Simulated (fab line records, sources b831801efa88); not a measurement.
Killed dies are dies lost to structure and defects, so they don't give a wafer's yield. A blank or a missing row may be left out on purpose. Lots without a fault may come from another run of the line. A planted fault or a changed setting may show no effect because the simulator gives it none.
fab line records | flow gf180mcu
record lots=5 wafers=15 last_day=35
route steps=602 shown V1@335 M2@362
lots that met no fault: from a run of the same line without faults
start_h: hours from the record's first day to the start of the lot's first wafer shown | wait_h: hours since the lot's step before | " the same as in the row above | L1.1+2: a row that stands for several wafers | - no value, or no start given | * or withheld: withheld | < > ~ a bound
route shown NAME@n: a module of which the file shows steps, and the number in the route of the first | usual: mean/standard deviation of fault-free wafers | same: alike in all rows | chamber/n: place in a boat | sites: the reading at each site | _std_site: their standard deviation | _edge_site: outer sites' mean less inner sites' | radius_mm: how far each site lies from the wafer's centre | mask NAME#n: copy n | behind: the tool/chamber that last shaped the wafer | hold: why the lot was held/for how many hours/how that ended | device: the transistor (n, p or np) that didn't switch | end of line: the same wafers' tests at the end of the route | a step without rows: its recipe alone | killed: dies lost to structure and defects at the first sort, not the wafer's yield | map: a wafer's dies, x killed, . not, _ none there
set.NAME: the setting as run; set.NAME@STEP: as run at that earlier step | model.NAME: the simulator's own value behind a step, which no gauge read
lots at some steps of the route; a table a step, a row a wafer
services: from which hour (start_h, from the record's first day; less than 0 if before it) a tool's chamber was out of use, for how many hours, and why
## steps
# step GF_V1_CVD_00
# recipe material=SiO2 target_thk_nm=600 sigma_open_frac=0.3 temp_c=400 time_s=100 sih4_flow_sccm=62.55 pressure_mtorr=6
# columns lot.wafer tool chamber start_h wait_h
L074.1+3+4 hdpcvd-02 2,0,1 433.52 0.0
L088.1+4+6 hdpcvd-02 0,1,2 555.69 0.0
L090.1+2+4 hdpcvd-01 1,0,1 566.33 0.0
L093.2+3+4 hdpcvd-01 0,1,0 586.33 0.0
L095.2+5+6 hdpcvd-01 0,0,2 601.71 0.0
# step GF_V1_THK_MEAS_01
# recipe reads=SiO2_of_V1_CVD_00
# usual V1_CVD_00_THK=624/7
# columns lot.wafer tool chamber start_h wait_h V1_CVD_00_THK[nm]
L074.1 film_metro-02 - 433.59 0.0 629
L074.3 " - " " 632
L074.4 " - " " 622
L088.1 film_metro-01 - 555.77 0.0 630
L088.4 " - " " 639
L088.6 " - " " 635
L090.1 film_metro-02 - 566.41 0.0 613
L090.2 " - " " 609
L090.4 " - " " 608
L093.2 film_metro-02 - 586.42 0.0 622
L093.3 " - " " 617
L093.4 " - " " 613
L095.2 film_metro-01 - 601.79 0.0 628
L095.5 " - " " 628
L095.6 " - " " 622
# step GF_V1_CVD_02
# recipe material=SiO2 target_thk_nm=850 precursor=TEOS temp_c=400 time_s=94.851 rf_w=600
# usual heater_power_w=632/69 rf_fwd_power_W=596.2/1.9
# columns lot.wafer tool chamber start_h wait_h heater_power_w rf_fwd_power_W
L074.1 pecvd-03 2 433.65 0.1 630 596.7
L074.3 " 1 " " 608 600.3
L074.4 " 1 " " 636 600.3
L088.1 pecvd-01 1 555.83 0.1 622 594.3
L088.4 " 2 " " 706 596.2
L088.6 " 1 " " 481 593.1
L090.1 pecvd-03 2 566.47 0.1 596 598.4
L090.2 " 1 " " 654 598.3
L090.4 " 0 " " 698 595.6
L093.2 pecvd-03 2 586.47 0.0 555 597.3
L093.3 " 0 " " 671 596.7
L093.4 " 0 " " 705 595.7
L095.2 pecvd-03 0 601.84 0.0 726 597.8
L095.5 " 2 " " 488 598.1
L095.6 " 0 " " 583 595.2
# step GF_V1_THK_MEAS_03
# recipe reads=SiO2_of_V1_CVD_02
# usual V1_CVD_02_THK=848/12
# columns lot.wafer tool chamber start_h wait_h V1_CVD_02_THK[nm]
L074.1 film_metro-03 - 433.72 0.0 851
L074.3 " - " " 850
L074.4 " - " " 872
L088.1 film_metro-02 - 555.89 0.0 842
L088.4 " - " " 865
L088.6 " - " " 859
L090.1 film_metro-01 - 566.54 0.0 856
L090.2 " - " " 860
L090.4 " - " " 869
L093.2 film_metro-01 - 586.55 0.0 853
L093.3 " - " " 850
L093.4 " - " " 858
L095.2 film_metro-03 - 601.92 0.0 854
L095.5 " - " " 860
L095.6 " - " " 862
# step GF_V1_CMP_04
# recipe material=SiO2 down_force_psi=4 platen_rpm=60 pad_velocity_m_s=0.94248
# usual motor_current_A=11.6/1.2 time_to_endpoint_s=80/5.8
# columns lot.wafer tool chamber start_h wait_h motor_current_A time_to_endpoint_s
L074.1 cmp-01 3 434.00 0.3 10.2 78
L074.4 " 0 " " 12.1 89
L074.3 " 1 " " 11.5 84
L088.4 cmp-02 2 556.00 0.1 12.2 90
L088.1 " 0 " " 11.3 85
L088.6 " 2 " " 11.9 89
L090.1 cmp-01 3 566.60 0.1 9.3 85
L090.4 " 0 " " 11.9 89
L090.2 " 1 " " 10.6 87
L093.3 cmp-02 2 586.60 0.0 12.5 79
L093.4 " 3 " " 10.7 89
L093.2 " 1 " " 14.7 80
L095.2 cmp-01 0 602.12 0.2 12.0 78
L095.6 " 1 " " 11.2 84
L095.5 " 2 " " 11.6 84
# step GF_V1_BOW_MEAS_05
# recipe mode=bow
# usual V1_BOW=84/7.7
# columns lot.wafer tool chamber start_h wait_h V1_BOW[um]
L074.1 film_metro-01 - 434.25 0.2 78
L074.3 " - " " 87
L074.4 " - " " 82
L088.1 film_metro-03 - 556.25 0.1 68
L088.4 " - " " 77
L088.6 " - " " 80
L090.1 film_metro-02 - 566.90 0.2 103
L090.2 " - " " 88
L090.4 " - " " 103
L093.2 film_metro-02 - 586.92 0.1 87
L093.3 " - " " 100
L093.4 " - " " 86
L095.2 film_metro-03 - 602.29 0.1 101
L095.5 " - " " 89
L095.6 " - " " 95
# step GF_V1_DEHYDRATE_06
# recipe temp_c=200 time_s=60
# columns lot.wafer tool chamber start_h wait_h
L074.1+3+4 litho_track-01 0 445.69 11.4
L088.1+4+6 litho_track-04 0 567.06 10.8
L090.1+2+4 litho_track-01 0 578.34 11.4
L093.2+3+4 litho_track-01 0 597.76 10.8
L095.2+5+6 litho_track-03 0 612.69 10.4
# step GF_V1_HMDS_07
# recipe prime_time_s=60 prime_temp_c=120
# usual prime_temp_c=120.01/0.14
# columns lot.wafer tool chamber start_h wait_h prime_temp_c
L074.1 litho_track-01 0 445.84 0.1 120.00
L074.3 " 0 " " 119.85
L074.4 " 0 " " 120.10
L088.1 litho_track-04 0 567.21 0.1 119.97
L088.4 " 0 " " 120.10
L088.6 " 0 " " 120.11
L090.1 litho_track-01 0 578.49 0.1 120.22
L090.2 " 0 " " 120.19
L090.4 " 0 " " 120.04
L093.2 litho_track-01 0 597.91 0.1 119.90
L093.3 " 0 " " 120.20
L093.4 " 0 " " 119.75
L095.2 litho_track-03 0 612.84 0.1 119.90
L095.5 " 0 " " 119.85
L095.6 " 0 " " 119.89
# step GF_V1_COAT_08
# recipe resist=BARC temp_c=withheld time_s=withheld spin_rpm=withheld resist_thk_nm=withheld
# columns lot.wafer tool chamber start_h wait_h
L074.1+3+4 litho_track-01 0 445.99 0.1
L088.1+4+6 litho_track-04 0 567.36 0.1
L090.1+2+4 litho_track-01 0 578.64 0.1
L093.2+3+4 litho_track-01 0 598.06 0.1
L095.2+5+6 litho_track-03 0 612.99 0.1
# step GF_V1_COAT_09
# recipe resist=KrF spin_rpm=withheld resist_thk_nm=1000
# columns lot.wafer tool chamber start_h wait_h
L074.1+3+4 litho_track-01 0 - -
L088.1+4+6 litho_track-04 0 - -
L090.1+2+4 litho_track-01 0 - -
L093.2+3+4 litho_track-01 0 - -
L095.2+5+6 litho_track-03 0 - -
# step GF_V1_SOFTBAKE_10
# recipe temp_c=129.3 time_s=60 resist=KrF
# columns lot.wafer tool chamber start_h wait_h
L074.1+3+4 litho_track-01 0 - -
L088.1+4+6 litho_track-04 0 - -
L090.1+2+4 litho_track-01 0 - -
L093.2+3+4 litho_track-01 0 - -
L095.2+5+6 litho_track-03 0 - -
# step GF_V1_EXPOSE_11
# recipe mask_id=Via1 target_cd_nm=260 na=0.68 source_shape=conventional sigma_outer=0.6 dose_mj=38
# usual reticle_temp_C=22.99/0.11
# columns lot.wafer tool chamber start_h wait_h mask reticle_temp_C
L074.1 krf_scanner-01 0 - - Via1#0 22.97
L074.3 " 0 " " Via1#0 23.13
L074.4 " 0 " " Via1#0 22.96
L088.1 krf_scanner-01 0 - - Via1#0 23.03
L088.4 " 0 " " Via1#0 22.91
L088.6 " 0 " " Via1#0 22.93
L090.1 krf_scanner-01 0 - - Via1#0 23.22
L090.2 " 0 " " Via1#0 23.11
L090.4 " 0 " " Via1#0 23.23
L093.2 krf_scanner-02 0 - - Via1#0 22.94
L093.3 " 0 " " Via1#0 22.91
L093.4 " 0 " " Via1#0 22.97
L095.2 krf_scanner-01 0 - - Via1#0 23.08
L095.5 " 0 " " Via1#0 23.12
L095.6 " 0 " " Via1#0 23.02
# step GF_V1_PEB_12
# recipe peb_temp_c=135 peb_time_s=90 resist=KrF
# columns lot.wafer tool chamber start_h wait_h
L074.1+3+4 litho_track-04 0 - -
L088.1+4+6 litho_track-03 0 - -
L090.1+2+4 litho_track-01 0 - -
L093.2+3+4 litho_track-01 0 - -
L095.2+5+6 litho_track-04 0 - -
# step GF_V1_DEVELOP_13
# recipe develop_time_s=60 resist=KrF dev_temp_c=21
# columns lot.wafer tool chamber start_h wait_h
L074.1+3+4 litho_track-04 0 458.51 0.2
L088.1+4+6 litho_track-03 0 579.36 0.2
L090.1+2+4 litho_track-01 0 589.99 0.2
L093.2+3+4 litho_track-01 0 610.11 0.2
L095.2+5+6 litho_track-04 0 624.28 0.2
# step GF_V1_CD_MEAS_14
# recipe target_cd_nm=260
# usual cd_nm=260.1/1.3
# columns lot.wafer tool chamber start_h wait_h cd_nm
L074.1 cd_sem-02 - 458.66 0.1 260.3
L074.3 " - " " 259.8
L074.4 " - " " 260.6
L088.1 cd_sem-01 - 579.51 0.1 261.5
L088.4 " - " " 261.4
L088.6 " - " " 261.9
L090.1 cd_sem-02 - 590.14 0.1 260.5
L090.2 " - " " 260.3
L090.4 " - " " 260.1
L093.2 cd_sem-02 - 610.26 0.1 258.3
L093.3 " - " " 258.4
L093.4 " - " " 257.8
L095.2 cd_sem-02 - 624.43 0.1 259.0
L095.5 " - " " 258.8
L095.6 " - " " 258.0
# step GF_V1_OVL_MEAS_15
# usual V1_OVL=3/6
# columns lot.wafer tool chamber start_h wait_h V1_OVL[nm]
L074.1 overlay-01 - 458.78 0.1 6
L074.3 " - " " -1
L074.4 " - " " 2
L088.1 overlay-02 - 579.63 0.1 6
L088.4 " - " " -1
L088.6 " - " " -3
L090.1 overlay-01 - 590.26 0.1 2
L090.2 " - " " 4
L090.4 " - " " 4
L093.2 overlay-01 - 610.36 0.1 -1
L093.3 " - " " 6
L093.4 " - " " -1
L095.2 overlay-02 - 624.53 0.1 -1
L095.5 " - " " 7
L095.6 " - " " -10
# step GF_V1_ETCH_16
# recipe chemistry=N2/H2 target_depth_a=withheld overetch_a=withheld time_s=withheld target=BARC ion_energy_ev=200 source_w=500 bias_w=100 pressure_mtorr=30 n2_flow_sccm=100 h2_flow_sccm=200
# usual drypump_motor_current_A=5.8/0.4 oes_product_au=0.855/0.0053 rf_fwd_power_W=494.8/2 throttle_valve_pct=13.225/0.01
# columns lot.wafer tool chamber start_h wait_h drypump_motor_current_A oes_product_au rf_fwd_power_W throttle_valve_pct
L074.1 rie_diel-04 1 458.82 0.0 5.3 0.853 494.4 13.230
L074.3 " 2 " " 5.5 0.859 492.7 13.207
L074.4 " 1 " " 5.4 0.860 494.9 13.221
L088.1 rie_diel-04 3 579.67 0.0 5.8 0.855 495.5 13.213
L088.4 " 0 " " 5.0 0.851 496.2 13.212
L088.6 " 3 " " 5.7 0.854 493.1 13.239
L090.1 rie_diel-04 1 590.29 0.0 5.3 0.852 497.0 13.213
L090.2 " 3 " " 5.8 0.864 493.1 13.221
L090.4 " 0 " " 5.0 0.861 496.7 13.225
L093.2 rie_diel-02 3 610.39 0.0 5.4 0.847 498.5 13.222
L093.3 " 2 " " 5.9 0.860 493.7 13.233
L093.4 " 1 " " 6.2 0.855 493.5 13.212
L095.2 rie_diel-02 2 624.56 0.0 5.9 0.857 498.0 13.233
L095.5 " 3 " " 5.4 0.862 497.1 13.214
L095.6 " 2 " " 5.9 0.854 496.0 13.244
# step GF_V1_ETCH_17
# recipe chemistry=C4F8/O2/Ar mask_material=KrF target=SiO2 stop_on=TiN source_w=1500 bias_w=1200 pressure_mtorr=40 c4f8_flow_sccm=withheld O2_flow_sccm=6 Ar_flow_sccm=300 time_s=withheld target_depth_a=6300
# usual oes_product_au=0.857/0.0047 rf_fwd_power_W=1492/5
# columns lot.wafer tool chamber start_h wait_h oes_product_au rf_fwd_power_W
L074.1 rie_diel-04 1 - - 0.866 1498
L074.3 " 2 " " 0.861 1486
L074.4 " 1 " " 0.855 1498
L088.1 rie_diel-04 3 - - 0.855 1494
L088.4 " 0 " " 0.858 1498
L088.6 " 3 " " 0.857 1495
L090.1 rie_diel-04 1 - - 0.846 1505
L090.2 " 3 " " 0.854 1491
L090.4 " 0 " " 0.859 1491
L093.2 rie_diel-02 3 - - 0.857 1496
L093.3 " 2 " " 0.857 1497
L093.4 " 1 " " 0.856 1493
L095.2 rie_diel-02 2 - - 0.863 1496
L095.5 " 3 " " 0.863 1491
L095.6 " 2 " " 0.856 1493
# step GF_V1_STRIP_18
# recipe chemistry=O2/N2 power_w=1400 pressure_mtorr=1500 platen_temp_c=250 o2_flow_sccm=3000 n2_flow_sccm=300 overash_fraction=0.5
# usual drypump_motor_current_A=5.8/0.52 heater_power_w=316/36 oes_product_au=0.593/0.0047
# columns lot.wafer tool chamber start_h wait_h drypump_motor_current_A heater_power_w oes_product_au rf_hours_counter_h
L074.1 plasma_asher-02 0 458.94 - 5.9 307 0.595 59
L074.3 " 1 " " 6.2 390 0.599 -
L074.4 " 0 " " 5.9 306 0.599 -
L088.1 plasma_asher-03 1 579.80 - 6.6 298 0.595 16
L088.4 " 0 " " 5.8 301 0.586 -
L088.6 " 1 " " 6.6 293 0.588 -
L090.1 plasma_asher-01 0 590.42 - 4.9 331 0.588 48
L090.2 " 1 " " 5.7 277 0.598 48
L090.4 " 0 " " 4.9 330 0.597 -
L093.2 plasma_asher-01 0 610.52 - 4.9 337 0.594 50
L093.3 " 1 " " 5.7 278 0.593 -
L093.4 " 0 " " 4.9 334 0.590 -
L095.2 plasma_asher-01 1 624.69 - 5.7 273 0.592 52
L095.5 " 0 " " 4.9 333 0.598 -
L095.6 " 1 " " 5.7 276 0.598 -
# step GF_V1_STRIP_19
# recipe chemistry=post_etch_residue_remover time_s=1200 temp_c=72.5
# columns lot.wafer tool chamber start_h wait_h
L074.1+3+4 wet_bench-02 2 459.04 0.1
L088.1+4+6 wet_bench-03 1 579.90 0.1
L090.1+2+4 wet_bench-02 3 590.52 0.1
L093.2+3+4 wet_bench-02 3 610.62 0.1
L095.2+5+6 wet_bench-01 0 624.79 0.1
# step GF_V1_CLEAN_20
# recipe chemistry=DIW dry=n2_spin
# columns lot.wafer tool chamber start_h wait_h
L074.1+3+4 wet_bench-01 3 459.39 0.0
L088.1+4+6 wet_bench-01 1 580.24 0.0
L090.1+2+4 wet_bench-03 0 590.90 0.0
L093.2+3+4 wet_bench-01 0 610.96 0.0
L095.2+5+6 wet_bench-02 3 625.13 0.0
# step GF_V1_SPUTTER_21
# recipe material=Ti target_thk_nm=15 chamber_pressure_pa=5 power_w=2500 substrate_temp_c=200 time_s=80.02
# usual throttle_valve_pct=29.9/1.1
# columns lot.wafer tool chamber start_h wait_h throttle_valve_pct
L074.1 pvd_sputter-04 - 459.50 0.0 30.7
L074.3 " - " " 30.1
L074.4 " - " " 30.0
L088.1 pvd_sputter-01 - 580.33 0.0 30.2
L088.4 " - " " 29.4
L088.6 " - " " 28.7
L090.1 pvd_sputter-02 - 591.00 0.0 31.1
L090.2 " - " " 32.0
L090.4 " - " " 31.2
L093.2 pvd_sputter-01 - 611.06 0.0 28.7
L093.3 " - " " 29.1
L093.4 " - " " 29.4
L095.2 pvd_sputter-04 - 625.23 0.0 31.3
L095.5 " - " " 30.2
L095.6 " - " " 30.9
# step GF_V1_SPUTTER_22
# recipe material=TiN target_thk_nm=10 chamber_pressure_pa=5 power_w=4000 time_s=40
# usual throttle_valve_pct=29.9/1.1
# columns lot.wafer tool chamber start_h wait_h throttle_valve_pct
L074.1 pvd_sputter-04 - 459.56 0.0 30.5
L074.3 " - " " 30.1
L074.4 " - " " 29.8
L088.1 pvd_sputter-01 - 580.39 0.0 30.3
L088.4 " - " " 29.3
L088.6 " - " " 28.4
L090.1 pvd_sputter-02 - 591.07 0.0 31.2
L090.2 " - " " 32.1
L090.4 " - " " 31.2
L093.2 pvd_sputter-01 - 611.12 0.0 28.5
L093.3 " - " " 29.2
L093.4 " - " " 29.3
L095.2 pvd_sputter-04 - 625.29 0.0 30.9
L095.5 " - " " 30.3
L095.6 " - " " 30.9
# step GF_V1_CVD_23
# recipe material=W target_thk_nm=350 time_s=105.05 temp_c=400 pressure_torr=40
# usual heater_power_w=897/120
# columns lot.wafer tool chamber start_h wait_h heater_power_w
L074.1 cvd_w-02 0 459.60 0.0 1012
L074.3 " 1 " " 953
L074.4 " 0 " " 985
L088.1 cvd_w-02 1 580.43 0.0 1004
L088.4 " 0 " " 1045
L088.6 " 0 " " 1042
L090.1 cvd_w-01 0 591.10 0.0 944
L090.2 " 1 " " 707
L090.4 " 1 " " 714
L093.2 cvd_w-02 0 611.16 0.0 1016
L093.3 " 0 " " 994
L093.4 " 1 " " 988
L095.2 cvd_w-01 1 625.33 0.0 715
L095.5 " 1 " " 699
L095.6 " 0 " " 893
# step GF_V1_RS_MEAS_24
# recipe thk_meas_gauge=four-point-probe reads=W_of_V1_CVD_23+TiN_of_V1_SPUTTER_22+Ti_of_V1_SPUTTER_21
# usual V1_W_RS=0.328/0.0043
# columns lot.wafer tool chamber start_h wait_h V1_W_RS[ohm/sq]
L074.1 film_metro-02 - 459.71 0.1 0.329
L074.3 " - " " 0.335
L074.4 " - " " 0.330
L088.1 film_metro-01 - 580.54 0.1 0.328
L088.4 " - " " 0.329
L088.6 " - " " 0.333
L090.1 film_metro-01 - 591.22 0.1 0.332
L090.2 " - " " 0.327
L090.4 " - " " 0.325
L093.2 film_metro-03 - 611.29 0.1 0.324
L093.3 " - " " 0.323
L093.4 " - " " 0.326
L095.2 film_metro-02 - 625.46 0.1 0.320
L095.5 " - " " 0.319
L095.6 " - " " 0.327
# step GF_V1_THK_MEAS_25
# recipe thk_meas_gauge=xrf reads=W_of_V1_CVD_23
# usual V1_W_THK=351/6.2
# columns lot.wafer tool chamber start_h wait_h V1_W_THK[nm]
L074.1 film_metro-02 - 459.83 0.1 352
L074.3 " - " " 345
L074.4 " - " " 350
L088.1 film_metro-01 - 580.66 0.1 355
L088.4 " - " " 355
L088.6 " - " " 346
L090.1 film_metro-01 - 591.34 0.1 349
L090.2 " - " " 355
L090.4 " - " " 355
L093.2 film_metro-03 - 611.40 0.1 349
L093.3 " - " " 350
L093.4 " - " " 346
L095.2 film_metro-02 - 625.57 0.1 360
L095.5 " - " " 357
L095.6 " - " " 348
# step GF_V1_CMP_26
# recipe stop_on=SiO2 down_force_psi=3.5 platen_rpm=60 t_overpolish_s=15 target_thk_nm=0 pad_velocity_m_s=0.94248
# usual motor_current_A=10.6/1.1 overpolish_run_s=15.000/0.0094 time_to_endpoint_s=85/3.7
# same t_overpolish_s=15
# columns lot.wafer tool chamber start_h wait_h motor_current_A overpolish_run_s time_to_endpoint_s
L074.3 cmp-01 3 459.89 0.0 9.0 14.997 87
L074.1 " 0 " " 11.3 15.002 88
L074.4 " 2 " " 10.0 14.995 89
L088.4 cmp-01 2 580.72 0.0 10.6 15.001 81
L088.1 " 0 " " 11.2 14.997 81
L088.6 " 3 " " 9.0 15.001 78
L090.1 cmp-02 3 591.40 0.1 10.4 14.994 91
L090.4 " 0 " " 10.8 15.001 89
L090.2 " 2 " " 11.1 14.998 84
L093.4 cmp-01 3 611.45 0.0 8.7 14.995 82
L093.3 " 1 " " 10.3 15.005 90
L093.2 " 2 " " 11.2 14.987 85
L095.2 cmp-01 1 625.77 0.2 10.3 15.002 87
L095.5 " 2 " " 9.9 15.002 84
L095.6 " 3 " " 9.2 14.998 82
# step GF_M2_SPUTTER_00
# recipe material=Ti target_thk_nm=37.5 arriving_ion_energy_ev=80 substrate_temp_c=200 chamber_pressure_pa=2 power_w=4000 time_s=150
# usual throttle_valve_pct=30.2/1.2
# columns lot.wafer tool chamber start_h wait_h throttle_valve_pct
L074.1 pvd_sputter-04 - 460.19 0.2 30.5
L074.3 " - " " 30.2
L074.4 " - " " 30.0
L088.1 pvd_sputter-04 - 581.02 0.1 29.7
L088.4 " - " " 29.9
L088.6 " - " " 30.5
L090.1 pvd_sputter-04 - 591.70 0.2 29.5
L090.2 " - " " 30.9
L090.4 " - " " 29.8
L093.2 pvd_sputter-02 - 611.75 0.1 29.3
L093.3 " - " " 32.1
L093.4 " - " " 27.7
L095.2 pvd_sputter-02 - 625.92 0.1 32.1
L095.5 " - " " 31.0
L095.6 " - " " 31.9
# step GF_M2_SPUTTER_01
# recipe material=TiN target_thk_nm=30 power_w=6500 time_s=25 chamber_pressure_pa=0.4
# usual throttle_valve_pct=30.2/1.2
# columns lot.wafer tool chamber start_h wait_h throttle_valve_pct
L074.1 pvd_sputter-04 - 460.29 0.1 30.9
L074.3 " - " " 30.2
L074.4 " - " " 29.6
L088.1 pvd_sputter-04 - 581.12 0.1 29.7
L088.4 " - " " 29.8
L088.6 " - " " 30.5
L090.1 pvd_sputter-04 - 591.80 0.1 29.9
L090.2 " - " " 30.9
L090.4 " - " " 29.7
L093.2 pvd_sputter-02 - 611.85 0.1 29.5
L093.3 " - " " 31.7
L093.4 " - " " 27.6
L095.2 pvd_sputter-02 - 626.02 0.1 32.0
L095.5 " - " " 31.6
L095.6 " - " " 31.9
# step GF_M2_SPUTTER_02
# recipe material=AlCu target_thk_nm=450 power_w=10600 time_s=23.9 chamber_pressure_pa=0.4
# usual throttle_valve_pct=30.2/1.2
# columns lot.wafer tool chamber start_h wait_h throttle_valve_pct
L074.1 pvd_sputter-04 - 460.32 0.0 30.3
L074.3 " - " " 30.3
L074.4 " - " " 29.5
L088.1 pvd_sputter-04 - 581.16 0.0 29.9
L088.4 " - " " 29.7
L088.6 " - " " 30.5
L090.1 pvd_sputter-04 - 591.83 0.0 29.8
L090.2 " - " " 30.9
L090.4 " - " " 29.8
L093.2 pvd_sputter-02 - 611.88 0.0 29.7
L093.3 " - " " 32.0
L093.4 " - " " 27.5
L095.2 pvd_sputter-02 - 626.05 0.0 32.2
L095.5 " - " " 31.3
L095.6 " - " " 31.8
# step GF_M2_SPUTTER_03
# recipe material=Ti target_thk_nm=10 substrate_temp_c=300 chamber_pressure_pa=0.3 power_w=3000 time_s=6.7
# usual throttle_valve_pct=30.2/1.2
# columns lot.wafer tool chamber start_h wait_h throttle_valve_pct
L074.1 pvd_sputter-04 - 460.35 0.0 30.6
L074.3 " - " " 30.2
L074.4 " - " " 29.5
L088.1 pvd_sputter-04 - 581.19 0.0 30.0
L088.4 " - " " 29.7
L088.6 " - " " 30.6
L090.1 pvd_sputter-04 - 591.86 0.0 29.7
L090.2 " - " " 31.0
L090.4 " - " " 29.7
L093.2 pvd_sputter-02 - 611.91 0.0 29.3
L093.3 " - " " 32.0
L093.4 " - " " 27.9
L095.2 pvd_sputter-02 - 626.08 0.0 31.8
L095.5 " - " " 31.4
L095.6 " - " " 31.9
# step GF_M2_SPUTTER_04
# recipe material=TiN target_thk_nm=50 power_w=6500 time_s=41.7 chamber_pressure_pa=0.4
# usual throttle_valve_pct=30.2/1.2
# columns lot.wafer tool chamber start_h wait_h throttle_valve_pct
L074.1 pvd_sputter-04 - 460.37 0.0 30.4
L074.3 " - " " 30.5
L074.4 " - " " 29.5
L088.1 pvd_sputter-04 - 581.21 0.0 29.7
L088.4 " - " " 29.9
L088.6 " - " " 30.8
L090.1 pvd_sputter-04 - 591.88 0.0 29.7
L090.2 " - " " 30.9
L090.4 " - " " 29.6
L093.2 pvd_sputter-02 - 611.93 0.0 29.5
L093.3 " - " " 31.8
L093.4 " - " " 27.7
L095.2 pvd_sputter-02 - 626.10 0.0 31.7
L095.5 " - " " 31.2
L095.6 " - " " 31.8
# step GF_M2_RS_MEAS_05
# recipe thk_meas_gauge=four-point-probe reads=TiN_of_M2_SPUTTER_04+Ti_of_M2_SPUTTER_03+AlCu_of_M2_SPUTTER_02+TiN_of_M2_SPUTTER_01+Ti_of_M2_SPUTTER_00
# usual M2_ALCU_RS=0.0700/0.00082
# columns lot.wafer tool chamber start_h wait_h M2_ALCU_RS[ohm/sq]
L074.1 film_metro-02 - 460.41 0.0 0.0711
L074.3 " - " " 0.0705
L074.4 " - " " 0.0694
L088.1 film_metro-04 - 581.25 0.0 0.0697
L088.4 " - " " 0.0702
L088.6 " - " " 0.0705
L090.1 film_metro-04 - 591.92 0.0 0.0695
L090.2 " - " " 0.0693
L090.4 " - " " 0.0694
L093.2 film_metro-02 - 611.99 0.0 0.0703
L093.3 " - " " 0.0700
L093.4 " - " " 0.0701
L095.2 film_metro-01 - 626.16 0.0 0.0698
L095.5 " - " " 0.0706
L095.6 " - " " 0.0697
# step GF_M2_THK_MEAS_06
# recipe thk_meas_gauge=xrf reads=AlCu_of_M2_SPUTTER_02
# usual M2_ALCU_THK=446/6.1
# columns lot.wafer tool chamber start_h wait_h M2_ALCU_THK[nm]
L074.1 film_metro-02 - 460.53 0.1 439
L074.3 " - " " 443
L074.4 " - " " 446
L088.1 film_metro-04 - 581.37 0.1 445
L088.4 " - " " 443
L088.6 " - " " 442
L090.1 film_metro-04 - 592.04 0.1 446
L090.2 " - " " 449
L090.4 " - " " 450
L093.2 film_metro-02 - 612.10 0.1 445
L093.3 " - " " 446
L093.4 " - " " 445
L095.2 film_metro-01 - 626.27 0.1 449
L095.5 " - " " 442
L095.6 " - " " 450
# step GF_M2_DEHYDRATE_07
# recipe temp_c=200 time_s=60
# columns lot.wafer tool chamber start_h wait_h
L074.1+3+4 litho_track-01 0 473.09 12.5
L088.1+4+6 litho_track-03 0 591.76 10.4
L090.1+2+4 litho_track-01 0 602.94 10.9
L093.2+3+4 litho_track-03 0 622.29 10.2
L095.2+5+6 litho_track-03 0 636.59 10.3
# step GF_M2_HMDS_08
# recipe prime_time_s=60 prime_temp_c=120
# usual prime_temp_c=120.00/0.12
# columns lot.wafer tool chamber start_h wait_h prime_temp_c
L074.1 litho_track-01 0 473.24 0.1 120.22
L074.3 " 0 " " 120.12
L074.4 " 0 " " 119.90
L088.1 litho_track-03 0 591.91 0.1 119.72
L088.4 " 0 " " 120.01
L088.6 " 0 " " 119.93
L090.1 litho_track-01 0 603.09 0.1 120.13
L090.2 " 0 " " 120.00
L090.4 " 0 " " 120.10
L093.2 litho_track-03 0 622.44 0.1 120.04
L093.3 " 0 " " 119.92
L093.4 " 0 " " 120.02
L095.2 litho_track-03 0 636.74 0.1 120.05
L095.5 " 0 " " 119.96
L095.6 " 0 " " 119.84
# step GF_M2_COAT_09
# recipe resist=KrF spin_rpm=withheld resist_thk_nm=1015
# columns lot.wafer tool chamber start_h wait_h
L074.1+3+4 litho_track-01 0 473.39 0.1
L088.1+4+6 litho_track-03 0 592.06 0.1
L090.1+2+4 litho_track-01 0 603.24 0.1
L093.2+3+4 litho_track-03 0 622.59 0.1
L095.2+5+6 litho_track-03 0 636.89 0.1
# step GF_M2_SOFTBAKE_10
# recipe temp_c=130 time_s=60 resist=KrF
# columns lot.wafer tool chamber start_h wait_h
L074.1+3+4 litho_track-01 0 473.54 0.1
L088.1+4+6 litho_track-03 0 592.21 0.1
L090.1+2+4 litho_track-01 0 603.39 0.1
L093.2+3+4 litho_track-03 0 622.74 0.1
L095.2+5+6 litho_track-03 0 637.04 0.1
# step GF_M2_EXPOSE_11
# recipe mask_id=Metal2 target_cd_nm=280 na=0.68 source_shape=conventional sigma_outer=0.6 dose_mj=28
# usual reticle_temp_C=23.01/0.095
# columns lot.wafer tool chamber start_h wait_h mask reticle_temp_C
L074.1 krf_scanner-02 0 - - Metal2#0 23.07
L074.3 " 0 " " Metal2#0 23.11
L074.4 " 0 " " Metal2#0 23.08
L088.1 krf_scanner-02 0 - - Metal2#0 23.06
L088.4 " 0 " " Metal2#0 22.91
L088.6 " 0 " " Metal2#0 22.96
L090.1 krf_scanner-01 0 - - Metal2#0 22.93
L090.2 " 0 " " Metal2#0 22.92
L090.4 " 0 " " Metal2#0 23.04
L093.2 krf_scanner-02 0 - - Metal2#0 23.08
L093.3 " 0 " " Metal2#0 23.09
L093.4 " 0 " " Metal2#0 23.20
L095.2 krf_scanner-01 0 - - Metal2#0 22.97
L095.5 " 0 " " Metal2#0 23.05
L095.6 " 0 " " Metal2#0 22.96
# step GF_M2_PEB_12
# recipe peb_temp_c=135 peb_time_s=90 resist=KrF
# columns lot.wafer tool chamber start_h wait_h
L074.1+3+4 litho_track-02 0 - -
L088.1+4+6 litho_track-01 0 - -
L090.1+2+4 litho_track-01 0 - -
L093.2+3+4 litho_track-01 0 - -
L095.2+5+6 litho_track-03 0 - -
## services
# columns tool chamber start_h hours kind
pecvd-03 2 411.13 13.2 repair
krf_scanner-01 - 411.82 4.0 pm
cmp-01 - 413.12 1.7 repair
rie_diel-04 3 415.22 18.0 repair
rie_diel-04 2 418.28 10.0 repair
rie_diel-04 1 423.64 3.0 repair
rie_diel-04 - 429.63 15.6 pm
krf_scanner-01 - 453.80 1.3 pm
cmp-01 - 479.56 0.9 repair
krf_scanner-01 - 487.85 0.1 repair
cmp-01 - 498.90 4.0 repair
krf_scanner-01 - 515.43 3.6 pm
pvd_sputter-02 - 515.81 3.5 repair
cmp-01 - 534.52 4.0 repair
krf_scanner-01 - 542.75 1.0 pm
krf_scanner-01 - 543.81 0.8 pm
krf_scanner-01 - 552.28 0.3 repair
cmp-01 - 568.51 2.8 repair
krf_scanner-01 - 598.04 0.7 repair
cmp-01 - 609.64 1.2 repair
krf_scanner-01 - 629.70 1.3 pm
cmp-01 - 631.18 1.2 repair
krf_scanner-01 - 633.34 1.4 repair
cmp-01 - 641.41 7.2 pm
## key
fault none
